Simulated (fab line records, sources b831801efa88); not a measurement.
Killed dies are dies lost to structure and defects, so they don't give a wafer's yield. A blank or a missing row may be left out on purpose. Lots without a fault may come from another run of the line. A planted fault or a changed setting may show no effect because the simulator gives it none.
fab line records | flow sky130
record lots=13 wafers=39 last_day=49
route steps=708 shown GATE_OXIDE@201 RES_PROTECT@215 POLY_GATE@218 LDD_N@239 PAD_OPEN@708
lots that met no fault: from a run of the same line without faults
start_h: hours from the record's first day to the start of the lot's first wafer shown | wait_h: hours since the lot's step before | " the same as in the row above | L1.1+2: a row that stands for several wafers | - no value, or no start given | * or withheld: withheld | < > ~ a bound
route shown NAME@n: a module of which the file shows steps, and the number in the route of the first | usual: mean/standard deviation of fault-free wafers | same: alike in all rows | chamber/n: place in a boat | sites: the reading at each site | _std_site: their standard deviation | _edge_site: outer sites' mean less inner sites' | radius_mm: how far each site lies from the wafer's centre | mask NAME#n: copy n | behind: the tool/chamber that last shaped the wafer | hold: why the lot was held/for how many hours/how that ended | device: the transistor (n, p or np) that didn't switch | end of line: the same wafers' tests at the end of the route | a step without rows: its recipe alone | killed: dies lost to structure and defects at the first sort, not the wafer's yield | map: a wafer's dies, x killed, . not, _ none there
set.NAME: the setting as run; set.NAME@STEP: as run at that earlier step | model.NAME: the simulator's own value behind a step, which no gauge read
steps of the route over a sample of lots; a table a step, a row a wafer
services: from which hour (start_h, from the record's first day; less than 0 if before it) a tool's chamber was out of use, for how many hours, and why
## steps
# step SKY_GATE_OXIDE_TW_MEAS_14
# usual GATE_OXIDE_TW=223.0/1.4
# columns lot.wafer tool chamber start_h wait_h GATE_OXIDE_TW
L924.2 film_metro-03 - 335.49 0.1 222.8
L924.4 " - " " 223.1
L924.6 " - " " 222.0
L923.1 film_metro-03 - 335.79 0.1 223.8
L923.2 " - " " 222.9
L923.6 " - " " 223.0
L925.3 film_metro-04 - 368.27 0.1 223.3
L925.4 " - " " 224.7
L925.6 " - " " 224.1
L926.2 film_metro-03 - 370.04 0.1 222.1
L926.3 " - " " 221.9
L926.5 " - " " 223.9
L927.1 film_metro-03 - 370.33 0.1 221.2
L927.3 " - " " 222.6
L927.6 " - " " 221.9
L928.1 film_metro-04 - 370.53 0.1 222.8
L928.4 " - " " 223.4
L928.5 " - " " 224.7
L930.3 film_metro-02 - 381.27 0.1 223.6
L930.5 " - " " 221.0
L930.6 " - " " 222.7
L933.1 film_metro-03 - 408.18 0.1 223.7
L933.4 " - " " 223.0
L933.6 " - " " 223.5
L934.1 film_metro-03 - 413.93 0.1 223.8
L934.3 " - " " 224.3
L934.6 " - " " 222.9
L935.3 film_metro-02 - 422.59 0.1 222.5
L935.5 " - " " 223.1
L935.6 " - " " 222.3
L936.3 film_metro-03 - 432.06 0.1 224.2
L936.5 " - " " 223.7
L936.6 " - " " 224.2
L937.1 film_metro-03 - 446.61 0.1 224.8
L937.5 " - " " 223.0
L937.6 " - " " 223.6
L941.3 film_metro-04 - 475.96 0.1 223.9
L941.4 " - " " 224.2
L941.6 " - " " 224.4
# step SKY_RES_PROTECT_TW_MEAS_08
# usual POLY_GATE_TW=3999/21
# columns lot.wafer tool chamber start_h wait_h POLY_GATE_TW
L923.1 film_metro-03 - 366.80 0.1 3993
L923.2 " - " " 3991
L923.6 " - " " 3988
L924.2 film_metro-03 - 367.35 0.1 3991
L924.4 " - " " 3987
L924.6 " - " " 4010
L925.3 film_metro-03 - 400.96 0.1 4013
L925.4 " - " " 4008
L925.6 " - " " 4002
L927.1 film_metro-03 - 403.59 0.1 4011
L927.3 " - " " 3990
L927.6 " - " " 4012
L926.2 film_metro-02 - 403.70 0.1 3967
L926.3 " - " " 3980
L926.5 " - " " 3955
L928.1 film_metro-01 - 403.99 0.1 3971
L928.4 " - " " 3979
L928.5 " - " " 3992
L930.3 film_metro-02 - 416.76 0.1 4019
L930.5 " - " " 4007
L930.6 " - " " 4003
L933.1 film_metro-03 - 442.34 0.1 4040
L933.4 " - " " 4029
L933.6 " - " " 4022
L934.1 film_metro-02 - 448.94 0.1 3958
L934.3 " - " " 3986
L934.6 " - " " 3987
L935.3 film_metro-03 - 456.81 0.1 4014
L935.5 " - " " 4006
L935.6 " - " " 4023
L936.3 film_metro-03 - 465.01 0.1 4035
L936.5 " - " " 4030
L936.6 " - " " 3994
L937.1 film_metro-03 - 479.84 0.1 4001
L937.5 " - " " 4008
L937.6 " - " " 4014
L941.3 film_metro-03 - 510.21 0.1 4024
L941.4 " - " " 3998
L941.6 " - " " 4025
# step SKY_POLY_GATE_THK_MEAS_04
# recipe reads=Si3N4_of_POLY_GATE_CVD_03
# usual POLY_GATE_CVD_03_THK=75.4/0.87
# columns lot.wafer tool chamber start_h wait_h POLY_GATE_CVD_03_THK[nm]
L923.1 film_metro-01 - 368.27 0.0 74.6
L923.2 " - " " 75.3
L923.6 " - " " 75.1
L924.2 film_metro-01 - 371.43 0.0 74.7
L924.4 " - " " 74.8
L924.6 " - " " 75.3
L925.3 film_metro-04 - 402.43 0.0 75.5
L925.4 " - " " 75.8
L925.6 " - " " 75.6
L927.1 film_metro-01 - 405.56 0.0 74.6
L927.3 " - " " 74.6
L927.6 " - " " 75.0
L926.2 film_metro-03 - 405.57 0.0 76.2
L926.3 " - " " 76.2
L926.5 " - " " 76.3
L928.1 film_metro-04 - 405.61 0.1 74.4
L928.4 " - " " 75.0
L928.5 " - " " 74.4
L930.3 film_metro-01 - 418.24 0.0 76.0
L930.5 " - " " 75.9
L930.6 " - " " 75.6
L933.1 film_metro-03 - 443.88 0.0 76.9
L933.4 " - " " 75.6
L933.6 " - " " 77.1
L934.1 film_metro-03 - 451.42 0.0 74.8
L934.3 " - " " 74.9
L934.6 " - " " 74.5
L935.3 film_metro-04 - 458.28 0.0 74.8
L935.5 " - " " 75.4
L935.6 " - " " 75.0
L936.3 film_metro-03 - 466.48 0.0 76.7
L936.5 " - " " 75.4
L936.6 " - " " 76.1
L937.1 film_metro-03 - 482.20 0.0 77.1
L937.5 " - " " 76.3
L937.6 " - " " 77.1
L941.3 film_metro-04 - 511.68 0.0 74.7
L941.4 " - " " 73.9
L941.6 " - " " 74.6
# step SKY_LDD_N_COAT_02
# recipe resist=NOVOLAK spin_rpm=3000 resist_thk_nm=300
# columns lot.wafer tool chamber start_h wait_h
L923.1+2+6 litho_track-01 0 413.29 0.1
L924.2+4+6 litho_track-03 0 415.91 0.1
L925.3+4+6 litho_track-02 0 450.32 0.1
L927.1+3+6 litho_track-03 0 453.44 0.1
L926.2+3+5 litho_track-01 0 453.66 0.1
L928.1+4+5 litho_track-03 0 454.34 0.1
L930.3+5+6 litho_track-03 0 466.49 0.1
L933.1+4+6 litho_track-03 0 491.69 0.1
L934.1+3+6 litho_track-03 0 499.19 0.1
L935.3+5+6 litho_track-03 0 505.49 0.1
L936.3+5+6 litho_track-03 0 514.64 0.1
L937.1+5+6 litho_track-02 0 528.82 0.1
L941.3+4+6 litho_track-02 0 558.37 0.1
# step SKY_LDD_N_STRIP_16
# recipe chemistry=O2/N2 power_w=1400 pressure_mtorr=1500 platen_temp_c=withheld o2_flow_sccm=3000 n2_flow_sccm=300 overash_fraction=0.5
# usual drypump_motor_current_A=5.4/0.37 oes_product_au=0.406/0.0044 strip_time_to_endpoint_s=4.309/0.014
# same overash_fraction=0.5
# columns lot.wafer tool chamber start_h wait_h drypump_motor_current_A oes_product_au rf_hours_counter_h strip_time_to_endpoint_s
L923.1 plasma_asher-03 0 430.12 0.1 5.4 0.409 32 4.324
L923.2 " 1 " " 4.9 0.405 32 4.322
L923.6 " 0 " " 5.5 0.404 - 4.336
L924.2 plasma_asher-04 0 433.26 0.1 6.1 0.418 61 4.297
L924.4 " 1 " " 5.6 0.405 - 4.303
L924.6 " 0 " " 6.1 0.398 - 4.298
L925.3 plasma_asher-03 0 466.76 0.1 5.5 0.404 - 4.306
L925.4 " 1 " " 5.0 0.411 - 4.304
L925.6 " 1 " " 4.9 0.404 - 4.311
L927.1 plasma_asher-03 1 470.26 0.1 5.0 0.413 36 4.299
L927.3 " 1 " " 5.0 0.401 - 4.267
L927.6 " 1 " " 5.0 0.404 - 4.272
L926.2 plasma_asher-01 1 470.33 0.1 5.5 0.402 4 4.293
L926.3 " 1 " " 5.6 0.404 - 4.298
L926.5 " 0 " " 5.1 0.405 - 4.322
L928.1 plasma_asher-03 1 471.46 0.1 4.9 0.409 36 4.295
L928.4 " 0 " " 5.4 0.411 - 4.309
L928.5 " 1 " " 4.9 0.408 - 4.295
L930.3 plasma_asher-04 1 484.01 0.1 5.7 0.405 - 4.328
L930.5 " 1 " " 5.6 0.403 - 4.295
L930.6 " 0 " " 6.1 0.409 - 4.322
L933.1 plasma_asher-03 0 508.48 0.1 5.4 0.406 40 4.311
L933.4 " 0 " " 5.4 0.413 - 4.323
L933.6 " 1 " " 4.9 0.411 - 4.322
L934.1 plasma_asher-04 0 516.42 0.1 6.1 0.406 69 4.302
L934.3 " 1 " " 5.6 0.406 - 4.290
L934.6 " 1 " " 5.7 0.410 - 4.292
L935.3 plasma_asher-01 1 522.54 0.1 5.6 0.423 - 4.708
L935.5 " 0 " " 5.2 0.427 - 4.717
L935.6 " 1 " " 5.6 0.424 - 4.725
L936.3 plasma_asher-04 1 530.46 0.1 5.6 0.416 - 4.715
L936.5 " 1 " " 5.7 0.420 - 4.703
L936.6 " 0 " " 6.1 0.428 - 4.723
L937.1 plasma_asher-01 0 545.62 0.1 5.1 0.405 12 4.290
L937.5 " 0 " " 5.1 0.402 - 4.291
L937.6 " 1 " " 5.6 0.409 - 4.291
L941.3 plasma_asher-04 0 575.24 0.1 6.1 0.409 - 4.306
L941.4 " 1 " " 5.6 0.405 - 4.322
L941.6 " 1 " " 5.7 0.414 - 4.305
# step SKY_PAD_OPEN_PROBE_99
# usual killed_at_M0_to_M3=43/6.5 killed_at_M4_up=3.5/1.9 killed_at_contacts=24/5.4 killed_at_front_end=16/4.8 killed_at_other=0.4/0.64 killed_dies=87/9.4 killed_open=47/7 killed_short=40/6.3
# same gross_dies=492 killed_at_back_side=0
# columns lot.wafer tool chamber start_h wait_h killed_at_M0_to_M3 killed_at_M4_up killed_at_contacts killed_at_front_end killed_at_other killed_dies killed_open killed_short
L923.1 prober-01 - 1093.27 0.1 55 2 25 21 0 103 45 58
L923.2 prober-01 - 1093.32 0.1 44 3 22 16 0 85 45 40
L923.6 prober-01 - 1093.52 0.2 51 5 23 9 0 88 45 43
L924.2 prober-02 - 1094.92 0.1 45 1 28 22 1 97 52 45
L924.4 prober-02 - 1095.02 0.2 42 1 31 24 0 98 54 43
L924.6 prober-02 - 1095.12 0.2 41 0 25 21 0 87 45 42
L925.3 prober-01 - 1118.95 0.2 36 2 27 12 0 77 48 29
L925.4 prober-01 - 1119.00 0.2 41 4 22 16 0 83 46 37
L925.6 prober-01 - 1119.10 0.2 31 4 28 22 2 87 42 44
L928.1 prober-02 - 1121.41 0.1 40 9 26 18 1 94 53 41
L928.4 prober-02 - 1121.56 0.2 43 0 14 18 1 76 39 37
L928.5 prober-02 - 1121.61 0.2 42 4 12 16 3 77 41 36
L927.1 prober-01 - 1123.01 0.1 33 4 31 21 0 89 53 34
L927.3 prober-01 - 1123.11 0.2 37 2 22 23 0 84 41 41
L927.6 prober-01 - 1123.26 0.2 42 2 18 10 0 72 42 29
L926.2 prober-02 - 1124.19 0.1 47 2 21 11 0 81 39 42
L926.3 prober-02 - 1124.24 0.2 35 2 39 10 0 86 50 36
L926.5 prober-02 - 1124.34 0.2 34 7 32 14 0 87 50 37
L930.3 prober-02 - 1126.91 0.2 58 1 24 22 1 106 55 50
L930.5 prober-02 - 1127.01 0.2 43 1 25 21 1 91 45 46
L930.6 prober-02 - 1127.06 0.2 47 3 30 17 0 97 51 44
L933.1 prober-02 - 1144.61 0.1 38 4 20 11 1 74 44 29
L933.4 prober-02 - 1144.76 0.2 35 0 17 8 1 61 33 27
L933.6 prober-02 - 1144.86 0.2 43 6 18 8 0 75 45 30
L934.1 prober-01 - 1149.16 0.1 44 0 22 19 0 85 51 34
L934.3 prober-01 - 1149.26 0.2 43 2 24 17 1 87 38 49
L934.6 prober-01 - 1149.41 0.2 48 3 26 15 0 92 48 44
L935.3 prober-02 - 1150.76 0.2 32 2 21 21 0 76 45 31
L935.5 prober-02 - 1150.86 0.2 51 6 25 21 0 103 60 43
L935.6 prober-02 - 1150.91 0.2 50 2 16 15 0 83 49 34
L936.3 prober-01 - 1157.41 0.2 46 1 29 15 0 91 44 47
L936.5 prober-01 - 1157.51 0.2 39 7 25 16 0 87 46 41
L936.6 prober-01 - 1157.56 0.2 42 5 18 19 2 86 32 54
L937.1 prober-02 - 1165.10 0.1 47 6 31 21 0 105 62 43
L937.5 prober-02 - 1165.30 0.2 37 5 22 15 0 79 45 34
L937.6 prober-02 - 1165.35 0.2 41 3 22 16 0 82 53 29
L941.3 prober-02 - 1181.49 0.2 48 5 24 10 0 87 41 46
L941.4 prober-02 - 1181.54 0.2 51 5 32 17 0 105 63 42
L941.6 prober-02 - 1181.64 0.2 41 2 25 16 0 84 44 40
# killed by level:class
L923.1 VIA1:geometric_particle:short=11 VIA1:geometric_particle:open=10 CONTACT:geometric_particle:open=9 POLY_GATE:geometric_particle:short=8 VIA2:geometric_particle:open=6 METAL3:geometric_particle:short=6 CONTACT:geometric_particle:short=6 VIA3:geometric_particle:open=6
L923.2 CONTACT:geometric_particle:open=8 METAL1:geometric_particle:short=8 VIA1:geometric_particle:open=8 VIA3:geometric_particle:open=7 CONTACT:geometric_particle:short=5 LI_CONTACT:geometric_particle:open=4 LOCAL_INTERCONNECT:geometric_particle:short=4 VIA1:geometric_particle:short=4
L923.6 VIA1:geometric_particle:open=12 CONTACT:geometric_particle:open=9 METAL1:geometric_particle:short=7 VIA2:geometric_particle:open=7 CONTACT:geometric_particle:short=6 VIA3:geometric_particle:open=6 VIA1:geometric_particle:short=5 FIELD_ISO:geometric_particle:short=4
L924.2 VIA3:geometric_particle:open=11 LI_CONTACT:geometric_particle:open=8 VIA1:geometric_particle:open=8 CONTACT:geometric_particle:open=7 METAL1:geometric_particle:short=7 FIELD_ISO:geometric_particle:open=6 CONTACT:geometric_particle:short=6 LOCAL_INTERCONNECT:geometric_particle:short=5
L924.4 LI_CONTACT:geometric_particle:open=12 CONTACT:geometric_particle:open=12 METAL2:geometric_particle:short=9 POLY_GATE:geometric_particle:short=8 VIA2:geometric_particle:short=7 VIA2:geometric_particle:open=6 FIELD_ISO:geometric_particle:open=5 VIA1:geometric_particle:open=5
L924.6 LI_CONTACT:geometric_particle:open=9 CONTACT:geometric_particle:short=8 POLY_GATE:geometric_particle:short=6 METAL2:geometric_particle:short=6 VIA2:geometric_particle:open=6 FIELD_ISO:geometric_particle:short=5 POLY_GATE:geometric_particle:open=5 VIA1:geometric_particle:open=5
L925.3 CONTACT:geometric_particle:open=13 VIA3:geometric_particle:open=10 VIA1:geometric_particle:open=9 LOCAL_INTERCONNECT:geometric_particle:short=7 LI_CONTACT:geometric_particle:open=4 METAL1:geometric_particle:short=4 METAL3:geometric_particle:short=4 SONOS_ONO:geometric_particle:open=3
L925.4 CONTACT:geometric_particle:open=10 VIA2:geometric_particle:open=8 METAL2:geometric_particle:short=7 VIA3:geometric_particle:open=7 POLY_GATE:geometric_particle:open=4 LOCAL_INTERCONNECT:geometric_particle:short=4 VIA1:geometric_particle:short=4 VIA1:geometric_particle:open=4
L925.6 CONTACT:geometric_particle:open=11 FIELD_ISO:geometric_particle:short=6 LI_CONTACT:geometric_particle:open=6 FIELD_ISO:geometric_particle:open=5 CONTACT:geometric_particle:short=5 METAL2:geometric_particle:short=5 VIA2:geometric_particle:open=5 METAL3:geometric_particle:short=5
L928.1 LI_CONTACT:geometric_particle:open=11 VIA1:geometric_particle:open=11 VIA2:geometric_particle:open=9 METAL4:geometric_particle:short=6 POLY_GATE:geometric_particle:short=5 FIELD_ISO:geometric_particle:open=4 LI_CONTACT:geometric_particle:short=4 LOCAL_INTERCONNECT:geometric_particle:short=4
L928.4 VIA1:geometric_particle:open=11 VIA2:geometric_particle:open=9 METAL2:geometric_particle:short=8 FIELD_ISO:geometric_particle:short=5 LI_CONTACT:geometric_particle:open=5 FIELD_ISO:geometric_particle:open=4 LI_CONTACT:geometric_particle:short=4 METAL1:geometric_particle:short=4
L928.5 VIA1:geometric_particle:open=16 FIELD_ISO:geometric_particle:short=6 VIA1:geometric_particle:short=6 FIELD_ISO:geometric_particle:open=5 POLY_GATE:geometric_particle:short=3 LI_CONTACT:geometric_particle:open=3 LOCAL_INTERCONNECT:geometric_particle:short=3 CONTACT:geometric_particle:open=3
L927.1 CONTACT:geometric_particle:open=11 VIA1:geometric_particle:open=9 VIA2:geometric_particle:open=7 VIA3:geometric_particle:open=7 FIELD_ISO:geometric_particle:open=6 LI_CONTACT:geometric_particle:open=6 LI_CONTACT:geometric_particle:short=5 LOCAL_INTERCONNECT:geometric_particle:short=5
L927.3 VIA1:geometric_particle:open=9 CONTACT:geometric_particle:open=8 METAL1:geometric_particle:short=8 FIELD_ISO:geometric_particle:short=7 CONTACT:geometric_particle:short=6 VIA3:geometric_particle:open=5 POLY_GATE:geometric_particle:short=4 LI_CONTACT:geometric_particle:open=4
L927.6 VIA1:geometric_particle:open=11 METAL1:geometric_particle:short=9 LI_CONTACT:geometric_particle:open=7 VIA2:geometric_particle:open=7 CONTACT:geometric_particle:open=6 METAL2:geometric_particle:short=4 LI_CONTACT:geometric_particle:short=3 VIA3:geometric_particle:open=3
L926.2 VIA2:geometric_particle:open=13 METAL2:geometric_particle:short=9 LI_CONTACT:geometric_particle:open=8 LOCAL_INTERCONNECT:geometric_particle:short=6 VIA1:geometric_particle:open=6 VIA3:geometric_particle:open=5 CONTACT:geometric_particle:short=4 METAL1:geometric_particle:short=4
L926.3 LI_CONTACT:geometric_particle:open=12 CONTACT:geometric_particle:open=10 LOCAL_INTERCONNECT:geometric_particle:short=7 VIA2:geometric_particle:open=7 VIA1:geometric_particle:open=6 CONTACT:geometric_particle:short=5 VIA1:geometric_particle:short=5 POLY_GATE:geometric_particle:open=4
L926.5 CONTACT:geometric_particle:open=12 LI_CONTACT:geometric_particle:open=10 VIA1:geometric_particle:open=8 METAL4:geometric_particle:short=7 VIA1:geometric_particle:short=5 POLY_GATE:geometric_particle:open=4 LI_CONTACT:geometric_particle:short=4 CONTACT:geometric_particle:short=4
L930.3 VIA1:geometric_particle:open=15 CONTACT:geometric_particle:open=12 METAL2:geometric_particle:short=9 METAL1:geometric_particle:short=8 POLY_GATE:geometric_particle:short=6 VIA3:geometric_particle:open=6 LI_CONTACT:geometric_particle:open=5 VIA1:geometric_particle:short=5
L930.5 VIA1:geometric_particle:open=13 FIELD_ISO:geometric_particle:short=7 POLY_GATE:geometric_particle:short=7 CONTACT:geometric_particle:open=7 VIA1:geometric_particle:short=7 LI_CONTACT:geometric_particle:open=6 VIA2:geometric_particle:open=6 CONTACT:geometric_particle:short=5
L930.6 VIA1:geometric_particle:open=12 CONTACT:geometric_particle:open=11 CONTACT:geometric_particle:short=9 METAL1:geometric_particle:short=6 METAL2:geometric_particle:short=6 LI_CONTACT:geometric_particle:open=5 POLY_GATE:geometric_particle:short=4 SPACER:geometric_particle:open=4
L933.1 VIA1:geometric_particle:open=13 CONTACT:geometric_particle:open=9 VIA3:geometric_particle:open=6 METAL1:geometric_particle:short=5 CONTACT:geometric_particle:short=5 POLY_GATE:geometric_particle:open=4 POLY_GATE:geometric_particle:short=4 LI_CONTACT:geometric_particle:open=4
L933.4 CONTACT:geometric_particle:open=7 VIA3:geometric_particle:open=7 LI_CONTACT:geometric_particle:open=5 VIA1:geometric_particle:open=5 VIA2:geometric_particle:open=5 METAL3:geometric_particle:short=4 METAL2:geometric_particle:short=4 FIELD_ISO:geometric_particle:short=3
L933.6 LI_CONTACT:geometric_particle:open=10 VIA1:geometric_particle:open=10 VIA2:geometric_particle:open=6 METAL3:geometric_particle:short=5 VIA3:geometric_particle:open=5 POLY_GATE:geometric_particle:short=3 CONTACT:geometric_particle:open=3 METAL1:geometric_particle:short=3
L934.1 VIA1:geometric_particle:open=12 CONTACT:geometric_particle:open=8 VIA3:geometric_particle:open=7 METAL1:geometric_particle:short=6 LI_CONTACT:geometric_particle:open=5 VIA2:geometric_particle:open=5 FIELD_ISO:geometric_particle:open=4 FIELD_ISO:geometric_particle:short=4
L934.3 METAL1:geometric_particle:short=11 CONTACT:geometric_particle:open=9 VIA1:geometric_particle:open=8 METAL2:geometric_particle:short=5 FIELD_ISO:geometric_particle:open=4 POLY_GATE:geometric_particle:open=4 POLY_GATE:geometric_particle:short=4 LI_CONTACT:geometric_particle:open=4
L934.6 METAL1:geometric_particle:short=11 VIA1:geometric_particle:open=11 CONTACT:geometric_particle:open=10 METAL2:geometric_particle:short=6 VIA2:geometric_particle:open=6 FIELD_ISO:geometric_particle:short=4 POLY_GATE:geometric_particle:open=4 LI_CONTACT:geometric_particle:open=4
L935.3 VIA1:geometric_particle:open=10 LI_CONTACT:geometric_particle:open=9 FIELD_ISO:geometric_particle:short=7 CONTACT:geometric_particle:open=7 VIA2:geometric_particle:open=7 FIELD_ISO:geometric_particle:open=6 SPACER:geometric_particle:short=4 VIA1:geometric_particle:short=4
L935.5 VIA1:geometric_particle:open=14 LI_CONTACT:geometric_particle:open=9 VIA2:geometric_particle:open=8 VIA3:geometric_particle:open=8 FIELD_ISO:geometric_particle:open=7 VIA1:geometric_particle:short=7 CONTACT:geometric_particle:open=6 LOCAL_INTERCONNECT:geometric_particle:short=5
L935.6 VIA1:geometric_particle:open=15 VIA1:geometric_particle:short=8 VIA2:geometric_particle:open=7 FIELD_ISO:geometric_particle:open=5 LI_CONTACT:geometric_particle:open=5 VIA3:geometric_particle:open=5 METAL1:geometric_particle:short=4 VIA2:geometric_particle:short=4
L936.3 VIA1:geometric_particle:open=14 CONTACT:geometric_particle:short=8 METAL1:geometric_particle:short=6 LOCAL_INTERCONNECT:geometric_particle:short=6 CONTACT:geometric_particle:open=6 VIA3:geometric_particle:open=6 POLY_GATE:geometric_particle:short=5 LI_CONTACT:geometric_particle:open=5
L936.5 VIA1:geometric_particle:open=10 LI_CONTACT:geometric_particle:open=9 CONTACT:geometric_particle:open=8 METAL4:geometric_particle:short=6 LOCAL_INTERCONNECT:geometric_particle:short=5 VIA3:geometric_particle:open=5 FIELD_ISO:geometric_particle:open=4 VIA2:geometric_particle:open=4
L936.6 METAL2:geometric_particle:short=8 FIELD_ISO:geometric_particle:short=6 METAL1:geometric_particle:short=6 VIA1:geometric_particle:short=6 CONTACT:geometric_particle:open=5 LOCAL_INTERCONNECT:geometric_particle:short=5 VIA1:geometric_particle:open=5 METAL4:geometric_particle:short=5
L937.1 VIA1:geometric_particle:open=14 CONTACT:geometric_particle:open=11 LI_CONTACT:geometric_particle:open=9 FIELD_ISO:geometric_particle:open=7 VIA3:geometric_particle:open=7 FIELD_ISO:geometric_particle:short=6 CONTACT:geometric_particle:short=6 VIA1:geometric_particle:short=5
L937.5 CONTACT:geometric_particle:open=8 VIA1:geometric_particle:open=8 VIA2:geometric_particle:open=6 VIA3:geometric_particle:open=6 POLY_GATE:geometric_particle:open=5 CONTACT:geometric_particle:short=5 VIA2:geometric_particle:short=4 METAL4:geometric_particle:short=4
L937.6 VIA1:geometric_particle:open=15 LI_CONTACT:geometric_particle:open=10 VIA3:geometric_particle:open=8 POLY_GATE:geometric_particle:open=6 CONTACT:geometric_particle:open=6 METAL2:geometric_particle:short=4 VIA1:geometric_particle:short=4 VIA3:geometric_particle:short=4
L941.3 VIA1:geometric_particle:open=11 METAL2:geometric_particle:short=7 LI_CONTACT:geometric_particle:open=7 VIA1:geometric_particle:short=7 CONTACT:geometric_particle:open=6 METAL3:geometric_particle:short=5 METAL1:geometric_particle:short=5 VIA2:geometric_particle:open=4
L941.4 CONTACT:geometric_particle:open=16 VIA1:geometric_particle:open=9 METAL2:geometric_particle:short=8 VIA2:geometric_particle:open=8 POLY_GATE:geometric_particle:open=7 FIELD_ISO:geometric_particle:open=6 METAL1:geometric_particle:short=6 VIA3:geometric_particle:open=6
L941.6 LI_CONTACT:geometric_particle:open=8 VIA2:geometric_particle:open=8 CONTACT:geometric_particle:open=7 METAL2:geometric_particle:short=7 METAL1:geometric_particle:short=5 VIA1:geometric_particle:open=5 FIELD_ISO:geometric_particle:open=4 LOCAL_INTERCONNECT:geometric_particle:short=4
## services
# columns tool chamber start_h hours kind
plasma_asher-01 - 421.25 9.0 pm
plasma_asher-01 0 421.25 9.0 vent_cycle
plasma_asher-01 1 421.25 9.0 vent_cycle
plasma_asher-01 0 430.25 - clean
plasma_asher-01 1 430.25 - clean
plasma_asher-04 - 517.14 1.1 repair
plasma_asher-04 - 548.57 16.9 repair
plasma_asher-04 - 567.44 4.5 repair
## key
first_sign step=SKY_LDD_N_STRIP_16 reading=strip_time_to_endpoint_s direction=up sigmas=29 usual=* struck=*
effect step=SKY_LDD_N_STRIP_16 reading=oes_product_au direction=up sigmas=3.7 usual=0.406 struck=0.423
met_at SKY_LDD_N_COAT_02
struck_lots L935,L936
tester_left_out L935,L936
not_acting_at SKY_GATE_OXIDE_TW_MEAS_14,SKY_RES_PROTECT_TW_MEAS_08,SKY_POLY_GATE_THK_MEAS_04
onset_between 499.19 505.49
fault kind=process_parameter_drift tool=litho_track-03 chamber=- onset_h=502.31 steps=SKY_LDD_N_COAT_02 channel=resist_thk_nm offset=31.346 shape=step end_h=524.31 acts_in=these_recipes_only stated=300
# tester_left_out: of these lots the tester's yield and bins aren't shown, on N5 and GAA mostly nor the transistor test; their killed dies are dies lost to structure and defects alone, not to doping, threshold or leakage, so they don't give the yield
